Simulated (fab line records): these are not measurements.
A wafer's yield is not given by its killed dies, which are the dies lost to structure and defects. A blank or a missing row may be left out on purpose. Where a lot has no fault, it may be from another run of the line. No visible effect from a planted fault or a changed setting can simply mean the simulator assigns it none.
fab line records | flow sky130
[record] lots = 5 | wafers = 15 | last_day = 50
route steps=708 shown LDD_N@253 LDD_P@255 LDD_HVN@267 LDD_HVP@278 PAD_OPEN@708
lots that met no fault: from a run of the same line without faults
start_h: hours from the record's opening day to when the first of the lot's shown wafers began | wait_h: how many hours have passed since the lot's step before this one | " the same as in the row above | L1.1+2: several wafers, shown together as one row | - value missing, or start not given | * or withheld: withheld | < > ~ a bound
route shown NAME@n: names a module that has steps shown in the file, with the first one's number in the route | usual: average and standard deviation across the fault-free wafers | same: alike in all rows | chamber/n: place in a boat | sites: the reading at each site | _std_site: the standard deviation of these | _edge_site: mean of outer sites minus mean of inner sites | radius_mm: for every site, how far away it sits from the centre of the wafer | mask NAME#n: copy n | behind: the most recent tool/chamber to have shaped the wafer | hold: why the lot was held/for how many hours/how that ended | device: the n, p or np transistor that did not switch | end of line: tests of these same wafers at the route's end | for a step that has no rows: nothing shown but its recipe | killed: not the wafer's yield, but the dies lost to structure and defects at the first sort | map: the dies of a wafer, with x for killed, . for not killed, _ for no die there
set.NAME: the setting as run; set.NAME@STEP: as run at that earlier step | model.NAME: the simulator's own value behind a step, which no gauge read
lots seen at some steps along the route; tables by step, rows by wafer
services: a tool's chamber out of use, with start hour (start_h, from the record's first day; less than 0 if before it), hours out, and reason
[[steps]]
[step SKY_LDD_N_STRIP_16]
[recipe] chemistry = O2/N2 | power_w = 1400 | pressure_mtorr = 1500 | platen_temp_c = withheld | o2_flow_sccm = 3000 | n2_flow_sccm = 300 | overash_fraction = 0.5
[usual] drypump_motor_current_A = 5.4/0.39 | oes_product_au = 0.406/0.0046 | strip_time_to_endpoint_s = 4.323/0.012
lot.wafer | tool            | chamber | start_h | wait_h | drypump_motor_current_A | oes_product_au | rf_hours_counter_h | strip_time_to_endpoint_s
L967.2    | plasma_asher-01 | 0       | 424.28  | 0.1    | 4.9                     | 0.412          | 32                 | 4.343
L967.4    | "               | 0       | "       | "      | 4.9                     | 0.406          | -                  | 4.338
L967.5    | "               | 1       | "       | "      | 5.7                     | 0.409          | -                  | 4.332
L977.1    | plasma_asher-01 | 0       | 550.43  | 0.1    | 4.9                     | 0.407          | 45                 | 4.339
L977.3    | "               | 0       | "       | "      | 5.0                     | 0.406          | -                  | 4.347
L977.4    | "               | 1       | "       | "      | 5.7                     | 0.409          | -                  | 4.309
L980.1    | plasma_asher-02 | 1       | 560.84  | 0.2    | 5.2                     | 0.408          | 74                 | 4.328
L980.2    | "               | 0       | "       | "      | 6.1                     | 0.405          | 74                 | 4.324
L980.6    | "               | 0       | "       | "      | 6.1                     | 0.407          | -                  | 4.323
L984.1    | plasma_asher-01 | 1       | 582.23  | 0.1    | 5.7                     | 0.411          | 48                 | 4.329
L984.4    | "               | 1       | "       | "      | 5.7                     | 0.403          | -                  | 4.341
L984.6    | "               | 0       | "       | "      | 5.0                     | 0.410          | -                  | 4.329
L983.1    | plasma_asher-01 | 1       | 584.63  | 0.1    | 5.7                     | 0.407          | 49                 | 4.313
L983.2    | "               | 0       | "       | "      | 4.9                     | 0.407          | 49                 | 4.319
L983.5    | "               | 0       | "       | "      | 4.9                     | 0.408          | -                  | 4.327
[step SKY_LDD_N_TW_MEAS_17]
[usual] LDD_N_TW = 2566/12
lot.wafer | tool          | chamber | start_h | wait_h | LDD_N_TW
L967.2    | film_metro-03 | -       | 424.39  | 0.1    | 2560
L967.4    | "             | -       | "       | "      | 2539
L967.5    | "             | -       | "       | "      | 2564
L977.1    | film_metro-04 | -       | 550.53  | 0.1    | 2572
L977.3    | "             | -       | "       | "      | 2576
L977.4    | "             | -       | "       | "      | 2583
L980.1    | film_metro-03 | -       | 560.94  | 0.1    | 2549
L980.2    | "             | -       | "       | "      | 2548
L980.6    | "             | -       | "       | "      | 2539
L984.1    | film_metro-04 | -       | 582.33  | 0.1    | 2571
L984.4    | "             | -       | "       | "      | 2559
L984.6    | "             | -       | "       | "      | 2565
L983.1    | film_metro-01 | -       | 584.73  | 0.1    | 2578
L983.2    | "             | -       | "       | "      | 2566
L983.5    | "             | -       | "       | "      | 2571
[step SKY_LDD_P_DEHYDRATE_00]
[recipe] temp_c = 200 | time_s = 60
[step SKY_LDD_P_HMDS_01]
[recipe] prime_time_s = 60 | prime_temp_c = 120
[step SKY_LDD_P_COAT_02]
[recipe] resist = NOVOLAK | spin_rpm = 3000 | resist_thk_nm = 1140
[step SKY_LDD_P_SOFTBAKE_03]
[recipe] temp_c = 90 | time_s = 60 | resist = NOVOLAK
[step SKY_LDD_P_EXPOSE_04]
[recipe] mask_id = PSDM | na = 0.6 | source_shape = conventional | sigma_outer = 0.6 | polarization = unpolarized | target_cd_nm = 380 | dose_mj = 138
[step SKY_LDD_P_PEB_05]
[recipe] temp_c = withheld | time_s = * | resist = NOVOLAK
[step SKY_LDD_P_DEVELOP_06]
[recipe] resist = NOVOLAK | developer = TMAH | develop_time_s = 60 | dev_temp_c = 23
[step SKY_LDD_P_CD_MEAS_07]
[recipe] target_cd_nm = 380
[usual] cd_nm = 379.2/2.4
lot.wafer | tool      | chamber | start_h | wait_h | cd_nm
L967.2    | cd_sem-02 | -       | 454.55  | 0.1    | 377.1
L967.4    | "         | -       | "       | "      | 375.0
L967.5    | "         | -       | "       | "      | 379.1
L977.1    | cd_sem-02 | -       | 579.73  | 0.1    | 380.4
L977.3    | "         | -       | "       | "      | 380.7
L977.4    | "         | -       | "       | "      | 379.4
L980.1    | cd_sem-01 | -       | 590.54  | 0.1    | 375.0
L980.2    | "         | -       | "       | "      | 375.7
L980.6    | "         | -       | "       | "      | 376.0
L984.1    | cd_sem-01 | -       | 611.67  | 0.1    | 375.6
L984.4    | "         | -       | "       | "      | 375.6
L984.6    | "         | -       | "       | "      | 377.0
L983.1    | cd_sem-01 | -       | 614.52  | 0.1    | 380.7
L983.2    | "         | -       | "       | "      | 383.9
L983.5    | "         | -       | "       | "      | 383.1
[step SKY_LDD_P_OVL_MEAS_08]
[usual] LDD_P_OVL = -0.1/1.2
lot.wafer | tool       | chamber | start_h | wait_h | LDD_P_OVL[nm]
L967.2    | overlay-02 | -       | 454.66  | 0.1    | 0.4
L967.4    | "          | -       | "       | "      | 1.4
L967.5    | "          | -       | "       | "      | 0.6
L977.1    | overlay-02 | -       | 579.85  | 0.1    | -0.7
L977.3    | "          | -       | "       | "      | -2.5
L977.4    | "          | -       | "       | "      | -0.6
L980.1    | overlay-02 | -       | 590.66  | 0.1    | 0.4
L980.2    | "          | -       | "       | "      | 2.4
L980.6    | "          | -       | "       | "      | -0.9
L984.1    | overlay-02 | -       | 611.79  | 0.1    | -0.7
L984.4    | "          | -       | "       | "      | -0.6
L984.6    | "          | -       | "       | "      | 0.3
L983.1    | overlay-02 | -       | 614.64  | 0.1    | -0.4
L983.2    | "          | -       | "       | "      | -1.4
L983.5    | "          | -       | "       | "      | -0.4
[step SKY_LDD_P_IMPLANT_09]
[recipe] species = BF2 | energy_kev = 25 | dose_cm2 = 1e+13 | tilt_deg = withheld
[step SKY_LDD_P_STRIP_10]
[recipe] chemistry = O2/N2 | power_w = 1400 | pressure_mtorr = 1500 | platen_temp_c = withheld | o2_flow_sccm = 3000 | n2_flow_sccm = 300 | overash_fraction = 0.5
[usual] drypump_motor_current_A = 5.6/0.42 | oes_product_au = 0.715/0.0048 | strip_time_to_endpoint_s = 14.20/0.039
lot.wafer | tool            | chamber | start_h | wait_h | drypump_motor_current_A | oes_product_au | rf_hours_counter_h | strip_time_to_endpoint_s | model.NOVOLAK_of_LDD_P_COAT_02.thk_nm
L967.2    | plasma_asher-03 | 1       | 454.84  | 0.1    | 6.2                     | 0.951          | 2                  | -                        | 70.89
L967.4    | "               | 1       | "       | "      | 6.2                     | 0.953          | -                  | -                        | 70.63
L967.5    | "               | 1       | "       | "      | 6.2                     | 0.947          | -                  | -                        | 70.96
L977.1    | plasma_asher-02 | 0       | 580.04  | 0.1    | 6.1                     | 0.719          | 76                 | 14.22                    | 0
L977.3    | "               | 0       | "       | "      | 6.1                     | 0.713          | -                  | 14.19                    | 0
L977.4    | "               | 1       | "       | "      | 5.2                     | 0.717          | -                  | 14.19                    | 0
L980.1    | plasma_asher-02 | 1       | 590.85  | 0.1    | 5.2                     | 0.715          | 77                 | 14.14                    | 0
L980.2    | "               | 0       | "       | "      | 6.1                     | 0.709          | 77                 | 14.21                    | 0
L980.6    | "               | 1       | "       | "      | 5.2                     | 0.718          | -                  | 14.17                    | 0
L984.1    | plasma_asher-03 | 1       | 611.97  | 0.1    | 6.2                     | 0.710          | 18                 | 14.18                    | 0
L984.4    | "               | 0       | "       | "      | 5.2                     | 0.709          | -                  | 14.20                    | 0
L984.6    | "               | 1       | "       | "      | 6.2                     | 0.712          | -                  | 14.14                    | 0
L983.1    | plasma_asher-02 | 0       | 614.82  | 0.1    | 6.1                     | 0.713          | 79                 | 14.28                    | 0
L983.2    | "               | 1       | "       | "      | 5.2                     | 0.710          | 79                 | 14.24                    | 0
L983.5    | "               | 1       | "       | "      | 5.2                     | 0.710          | -                  | 14.24                    | 0
[step SKY_LDD_P_TW_MEAS_11]
[usual] LDD_P_TW = 634/3.2
lot.wafer | tool          | chamber | start_h | wait_h | LDD_P_TW
L967.2    | film_metro-01 | -       | 454.95  | 0.1    | 633
L967.4    | "             | -       | "       | "      | 631
L967.5    | "             | -       | "       | "      | 633
L977.1    | film_metro-02 | -       | 580.14  | 0.1    | 635
L977.3    | "             | -       | "       | "      | 637
L977.4    | "             | -       | "       | "      | 638
L980.1    | film_metro-02 | -       | 590.95  | 0.1    | 640
L980.2    | "             | -       | "       | "      | 632
L980.6    | "             | -       | "       | "      | 639
L984.1    | film_metro-01 | -       | 612.07  | 0.1    | 637
L984.4    | "             | -       | "       | "      | 636
L984.6    | "             | -       | "       | "      | 638
L983.1    | film_metro-01 | -       | 614.92  | 0.1    | 638
L983.2    | "             | -       | "       | "      | 635
L983.5    | "             | -       | "       | "      | 637
[step SKY_LDD_HVN_DEHYDRATE_00]
[recipe] temp_c = 200 | time_s = 60
[step SKY_LDD_HVN_HMDS_01]
[recipe] prime_time_s = 60 | prime_temp_c = 120
[step SKY_LDD_HVN_COAT_02]
[recipe] resist = NOVOLAK | spin_rpm = 3000 | resist_thk_nm = 300
[step SKY_LDD_HVN_SOFTBAKE_03]
[recipe] temp_c = 90 | time_s = 60 | resist = NOVOLAK
[step SKY_LDD_HVN_EXPOSE_04]
[recipe] mask_id = HVNTM | na = 0.6 | source_shape = conventional | sigma_outer = 0.6 | polarization = unpolarized | target_cd_nm = 700 | dose_mj = 127
[step SKY_LDD_HVN_PEB_05]
[recipe] temp_c = withheld | time_s = * | resist = NOVOLAK
[step SKY_LDD_HVN_DEVELOP_06]
[recipe] resist = NOVOLAK | developer = TMAH | develop_time_s = 60 | dev_temp_c = 21.97
[step SKY_LDD_HVN_OVL_MEAS_07]
[usual] LDD_HVN_OVL = 0.9/1.5
lot.wafer | tool       | chamber | start_h | wait_h | LDD_HVN_OVL[nm]
L967.2    | overlay-01 | -       | 485.02  | 0.1    | 0.2
L967.4    | "          | -       | "       | "      | 0.2
L967.5    | "          | -       | "       | "      | -2.4
L977.1    | overlay-01 | -       | 609.29  | 0.1    | 1.4
L977.3    | "          | -       | "       | "      | 2.3
L977.4    | "          | -       | "       | "      | 0.7
L980.1    | overlay-02 | -       | 619.94  | 0.1    | 3.3
L980.2    | "          | -       | "       | "      | 2.8
L980.6    | "          | -       | "       | "      | 3.4
L984.1    | overlay-02 | -       | 640.29  | 0.1    | 0.6
L984.4    | "          | -       | "       | "      | -0.2
L984.6    | "          | -       | "       | "      | 0.0
L983.1    | overlay-01 | -       | 643.62  | 0.1    | 0.5
L983.2    | "          | -       | "       | "      | 2.9
L983.5    | "          | -       | "       | "      | 2.1
[step SKY_LDD_HVN_IMPLANT_08]
[recipe] species = P | energy_kev = 60 | dose_cm2 = 3e+13 | tilt_deg = 40
[step SKY_LDD_HVN_STRIP_09]
[recipe] chemistry = O2/N2 | power_w = 1400 | pressure_mtorr = 1500 | platen_temp_c = withheld | o2_flow_sccm = 3000 | n2_flow_sccm = 300 | overash_fraction = 0.5
[usual] drypump_motor_current_A = 5.5/0.41 | oes_product_au = 0.409/0.0041 | strip_time_to_endpoint_s = 4.138/0.014
lot.wafer | tool            | chamber | start_h | wait_h | drypump_motor_current_A | oes_product_au | rf_hours_counter_h | strip_time_to_endpoint_s
L967.2    | plasma_asher-03 | 1       | 485.20  | 0.1    | 6.2                     | 0.461          | 5                  | 5.290
L967.4    | "               | 0       | "       | "      | 5.3                     | 0.462          | -                  | 5.282
L967.5    | "               | 1       | "       | "      | 6.3                     | 0.448          | -                  | 5.293
L977.1    | plasma_asher-03 | 1       | 609.48  | 0.1    | 6.2                     | 0.411          | 17                 | 4.152
L977.3    | "               | 1       | "       | "      | 6.2                     | 0.405          | -                  | 4.141
L977.4    | "               | 0       | "       | "      | 5.2                     | 0.411          | -                  | 4.141
L980.1    | plasma_asher-03 | 1       | 620.13  | 0.1    | 6.2                     | 0.409          | 18                 | 4.124
L980.2    | "               | 0       | "       | "      | 5.3                     | 0.413          | 18                 | 4.136
L980.6    | "               | 1       | "       | "      | 6.2                     | 0.413          | -                  | 4.120
L984.1    | plasma_asher-01 | 1       | 640.48  | 0.1    | 5.7                     | 0.406          | 54                 | 4.145
L984.4    | "               | 0       | "       | "      | 4.9                     | 0.403          | -                  | 4.143
L984.6    | "               | 0       | "       | "      | 4.9                     | 0.413          | -                  | 4.128
L983.1    | plasma_asher-01 | 0       | 643.80  | 0.1    | 4.9                     | 0.405          | 54                 | 4.145
L983.2    | "               | 1       | "       | "      | 5.7                     | 0.407          | 54                 | 4.140
L983.5    | "               | 0       | "       | "      | 4.9                     | 0.409          | -                  | 4.144
[step SKY_LDD_HVN_TW_MEAS_10]
[usual] LDD_HVN_TW = 1433/9
lot.wafer | tool          | chamber | start_h | wait_h | LDD_HVN_TW
L967.2    | film_metro-03 | -       | 485.31  | 0.1    | 1295
L967.4    | "             | -       | "       | "      | 1288
L967.5    | "             | -       | "       | "      | 1293
L977.1    | film_metro-02 | -       | 609.58  | 0.1    | 1430
L977.3    | "             | -       | "       | "      | 1440
L977.4    | "             | -       | "       | "      | 1431
L980.1    | film_metro-02 | -       | 620.23  | 0.1    | 1430
L980.2    | "             | -       | "       | "      | 1434
L980.6    | "             | -       | "       | "      | 1420
L984.1    | film_metro-03 | -       | 640.58  | 0.1    | 1419
L984.4    | "             | -       | "       | "      | 1418
L984.6    | "             | -       | "       | "      | 1413
L983.1    | film_metro-01 | -       | 643.90  | 0.1    | 1444
L983.2    | "             | -       | "       | "      | 1447
L983.5    | "             | -       | "       | "      | 1438
[step SKY_LDD_HVP_DEHYDRATE_00]
[recipe] temp_c = 200 | time_s = 60
[step SKY_PAD_OPEN_PROBE_99]
[usual] killed_at_M0_to_M3 = 44/6.2 | killed_at_M4_up = 3.3/1.8 | killed_at_contacts = 25/5.8 | killed_at_front_end = 15/4 | killed_at_other = 0.3/0.49 | killed_dies = 88/8.8 | killed_open = 48/6.5 | killed_short = 39/6.3
[same] gross_dies = 492 | killed_at_back_side = 0
lot.wafer | tool      | chamber | start_h | wait_h | killed_at_M0_to_M3 | killed_at_M4_up | killed_at_contacts | killed_at_front_end | killed_at_other | killed_dies | killed_open | killed_short | model.etest.tip_n_5v.rs_ohm_sq | model.etest.nfet_g5v0d10v5.r_on_ohm_um | model.etest.nfet_g5v0d10v5.drive_ua_um | model.etest.tip_n_5v.rs_ohm_sq_range | model.etest.nfet_05v0_nvt.drive_ua_um | model.etest.res_ndiff_hv.rs_ohm_sq | model.etest.ring_5v.delay_ps | model.etest.nfet_05v0_nvt.off_log10_a_um
L967.2    | prober-01 | -       | 1096.95 | 0.1    | 50                 | 3               | 19                 | 16                  | 0               | 88          | 41          | 47           | 2790                           | 2126                                   | 544                                    | 79.87                                | 534.3                                 | 116.7                              | 47.53                        | -11.19
L967.4    | prober-01 | -       | 1097.05 | 0.2    | 28                 | 4               | 18                 | 10                  | 2               | 62          | 40          | 22           | 2771                           | 2119                                   | 536.6                                  | 79.45                                | 532.1                                 | 115.8                              | 46.78                        | -11.31
L967.5    | prober-01 | -       | 1097.10 | 0.2    | 45                 | 5               | 24                 | 11                  | 0               | 85          | 46          | 39           | 2795                           | 2092                                   | 544.6                                  | 51.12                                | 538.2                                 | 115.5                              | 47.06                        | -11.23
L977.1    | prober-02 | -       | 1176.36 | 0.1    | 39                 | 6               | 22                 | 23                  | 0               | 90          | 50          | 37           | 1416                           | 1902                                   | 597.4                                  | 29.2                                 | 569.7                                 | 114                                | 45.35                        | -11.05
L977.3    | prober-02 | -       | 1176.46 | 0.2    | 33                 | 6               | 32                 | 11                  | 0               | 82          | 45          | 37           | 1422                           | 1899                                   | 589.3                                  | 25.45                                | 570.2                                 | 114.8                              | 45.25                        | -11.23
L977.4    | prober-02 | -       | 1176.51 | 0.2    | 37                 | 5               | 31                 | 10                  | 0               | 83          | 46          | 36           | 1402                           | 1934                                   | 589.7                                  | 32.9                                 | 560                                   | 113.8                              | 45.77                        | -11.01
L980.1    | prober-02 | -       | 1182.67 | 0.1    | 49                 | 2               | 24                 | 11                  | 1               | 87          | 48          | 39           | 1403                           | 1916                                   | 592                                    | 18.85                                | 564.2                                 | 113.5                              | 45.14                        | -11.1
L980.2    | prober-02 | -       | 1182.72 | 0.1    | 46                 | 5               | 23                 | 23                  | 1               | 98          | 60          | 35           | 1405                           | 1886                                   | 601.8                                  | 25.49                                | 566                                   | 113.7                              | 44.64                        | -11
L980.6    | prober-02 | -       | 1182.92 | 0.2    | 43                 | 3               | 26                 | 10                  | 0               | 82          | 42          | 39           | 1403                           | 1892                                   | 599.6                                  | 20.69                                | 569.3                                 | 114.1                              | 45.01                        | -10.93
L984.1    | prober-02 | -       | 1193.76 | 0.1    | 47                 | 1               | 25                 | 15                  | 0               | 88          | 48          | 40           | 1403                           | 1877                                   | 601.2                                  | 34.33                                | 573.5                                 | 115.2                              | 45.41                        | -11.35
L984.4    | prober-02 | -       | 1193.91 | 0.2    | 57                 | 1               | 33                 | 16                  | 0               | 107         | 53          | 54           | 1398                           | 1858                                   | 609                                    | 13.24                                | 577.5                                 | 115.4                              | 44.99                        | -11.2
L984.6    | prober-02 | -       | 1194.01 | 0.2    | 46                 | 2               | 16                 | 20                  | 1               | 85          | 48          | 37           | 1396                           | 1874                                   | 613.8                                  | 29.35                                | 577.4                                 | 114.8                              | 45.19                        | -11.29
L983.1    | prober-01 | -       | 1195.18 | 0.1    | 40                 | 3               | 33                 | 16                  | 0               | 92          | 51          | 41           | 1371                           | 1878                                   | 613.6                                  | 26.66                                | 584.6                                 | 115.5                              | 44.95                        | -10.88
L983.2    | prober-01 | -       | 1195.23 | 0.1    | 50                 | 2               | 11                 | 10                  | 0               | 73          | 35          | 38           | 1360                           | 1866                                   | 613.8                                  | 21.8                                 | 582                                   | 115.4                              | 44.45                        | -11.03
L983.5    | prober-01 | -       | 1195.38 | 0.2    | 38                 | 2               | 26                 | 11                  | 0               | 77          | 42          | 35           | 1361                           | 1869                                   | 614.4                                  | 28.17                                | 580.8                                 | 115.3                              | 45.18                        | -10.87
// killed by level:class
L967.2 VIA2:geometric_particle:open=10 METAL2:geometric_particle:short=9 CONTACT:geometric_particle:open=7 VIA1:geometric_particle:short=7 FIELD_ISO:geometric_particle:short=6 LI_CONTACT:geometric_particle:open=6 METAL1:geometric_particle:short=6 POLY_GATE:geometric_particle:short=4
L967.4 CONTACT:geometric_particle:open=7 VIA1:geometric_particle:open=7 VIA3:geometric_particle:open=6 LI_CONTACT:geometric_particle:open=6 VIA2:geometric_particle:open=4 METAL4:geometric_particle:short=3 SONOS_ONO:geometric_particle:open=2 POLY_GATE:geometric_particle:short=2
L967.5 VIA2:geometric_particle:open=14 LI_CONTACT:geometric_particle:open=7 CONTACT:geometric_particle:short=7 METAL2:geometric_particle:short=7 VIA1:geometric_particle:open=5 CONTACT:geometric_particle:open=4 METAL4:geometric_particle:short=4 POLY_GATE:geometric_particle:open=3
L977.1 VIA3:geometric_particle:open=8 VIA2:geometric_particle:open=7 CONTACT:geometric_particle:open=7 CONTACT:geometric_particle:short=6 LI_CONTACT:geometric_particle:open=5 METAL1:geometric_particle:short=5 VIA1:geometric_particle:open=5 VIA1:geometric_particle:short=4
L977.3 CONTACT:geometric_particle:open=11 LI_CONTACT:geometric_particle:open=8 VIA1:geometric_particle:open=7 METAL1:geometric_particle:short=6 VIA2:geometric_particle:open=6 POLY_GATE:geometric_particle:short=5 METAL4:geometric_particle:short=5 CONTACT:geometric_particle:short=5
L977.4 CONTACT:geometric_particle:open=12 LI_CONTACT:geometric_particle:open=9 VIA1:geometric_particle:open=9 METAL1:geometric_particle:short=8 VIA2:geometric_particle:short=6 LOCAL_INTERCONNECT:geometric_particle:short=5 VIA3:geometric_particle:open=5 POLY_GATE:geometric_particle:short=4
L980.1 VIA1:geometric_particle:open=16 CONTACT:geometric_particle:open=9 VIA2:geometric_particle:open=7 METAL1:geometric_particle:short=7 METAL2:geometric_particle:short=6 CONTACT:geometric_particle:short=5 LOCAL_INTERCONNECT:geometric_particle:short=5 POLY_GATE:geometric_particle:short=4
L980.2 VIA2:geometric_particle:open=10 VIA3:geometric_particle:open=10 CONTACT:geometric_particle:open=9 FIELD_ISO:geometric_particle:open=7 POLY_GATE:geometric_particle:open=7 METAL2:geometric_particle:short=6 LI_CONTACT:geometric_particle:open=6 VIA1:geometric_particle:open=6
L980.6 LI_CONTACT:geometric_particle:open=10 VIA3:geometric_particle:open=9 CONTACT:geometric_particle:open=7 CONTACT:geometric_particle:short=6 VIA2:geometric_particle:short=5 VIA1:geometric_particle:short=5 METAL1:geometric_particle:short=4 VIA1:geometric_particle:open=4
L984.1 CONTACT:geometric_particle:open=9 METAL1:geometric_particle:short=9 VIA1:geometric_particle:open=7 LI_CONTACT:geometric_particle:open=7 VIA3:geometric_particle:open=7 FIELD_ISO:geometric_particle:open=6 FIELD_ISO:geometric_particle:short=5 METAL2:geometric_particle:short=5
L984.4 LOCAL_INTERCONNECT:geometric_particle:short=13 VIA2:geometric_particle:open=12 VIA1:geometric_particle:open=10 CONTACT:geometric_particle:open=9 VIA3:geometric_particle:open=8 LI_CONTACT:geometric_particle:open=7 VIA1:geometric_particle:short=6 POLY_GATE:geometric_particle:short=5
L984.6 METAL2:geometric_particle:short=10 CONTACT:geometric_particle:open=8 VIA1:geometric_particle:open=8 VIA2:geometric_particle:open=6 FIELD_ISO:geometric_particle:open=5 METAL1:geometric_particle:short=5 VIA1:geometric_particle:short=5 POLY_GATE:geometric_particle:open=4
L983.1 LI_CONTACT:geometric_particle:open=11 CONTACT:geometric_particle:open=11 VIA1:geometric_particle:open=8 METAL1:geometric_particle:short=7 LOCAL_INTERCONNECT:geometric_particle:short=5 METAL2:geometric_particle:short=5 VIA3:geometric_particle:short=5 FIELD_ISO:geometric_particle:open=4
L983.2 VIA2:geometric_particle:open=9 VIA1:geometric_particle:open=8 METAL1:geometric_particle:short=7 VIA3:geometric_particle:open=7 METAL2:geometric_particle:short=7 CONTACT:geometric_particle:open=5 LOCAL_INTERCONNECT:geometric_particle:short=4 VIA2:geometric_particle:short=4
L983.5 LI_CONTACT:geometric_particle:open=8 CONTACT:geometric_particle:open=7 METAL2:geometric_particle:short=6 VIA3:geometric_particle:open=6 METAL1:geometric_particle:short=6 VIA1:geometric_particle:short=6 VIA1:geometric_particle:open=6 LOCAL_INTERCONNECT:geometric_particle:short=4
[[services]]
tool            | chamber | start_h | hours | kind
plasma_asher-03 | -       | 421.27  | 9.0   | pm
plasma_asher-03 | 0       | 421.27  | 9.0   | vent_cycle
plasma_asher-03 | 1       | 421.27  | 9.0   | vent_cycle
plasma_asher-03 | 0       | 430.27  | -     | clean
plasma_asher-03 | 1       | 430.27  | -     | clean
[[key]]
[first_sign] step = SKY_LDD_P_STRIP_10 | reading = oes_product_au | direction = up | sigmas = 49 | usual = 0.715 | struck = 0.950
[effect] step = SKY_LDD_HVN_STRIP_09 | reading = strip_time_to_endpoint_s | direction = up | sigmas = 81 | usual = * | struck = *
[effect] step = SKY_LDD_HVN_TW_MEAS_10 | reading = LDD_HVN_TW | direction = down | sigmas = 16 | usual = 1433 | struck = 1292
[model_effect] step = SKY_LDD_P_STRIP_10 | value = NOVOLAK_of_LDD_P_COAT_02.thk_nm | without = 0 | struck = 70.83
[model_effect] step = SKY_PAD_OPEN_PROBE_99 | value = etest.tip_n_5v.rs_ohm_sq | without = 1378 | struck = 2785
met_at SKY_LDD_P_STRIP_10
struck_wafers L967.2,L967.4,L967.5
tester_left_out L967
[fault] kind = strip_aborted | tool = plasma_asher-03 | chamber = - | onset_h = 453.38 | steps = SKY_LDD_P_STRIP_10 | offset = 0.38408 | end_h = 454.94
// tester_left_out: of these lots the tester's yield and bins aren't shown, on N5 and GAA mostly nor the transistor test; their killed dies are dies lost to structure and defects alone, not to doping, threshold or leakage, so they don't give the yield
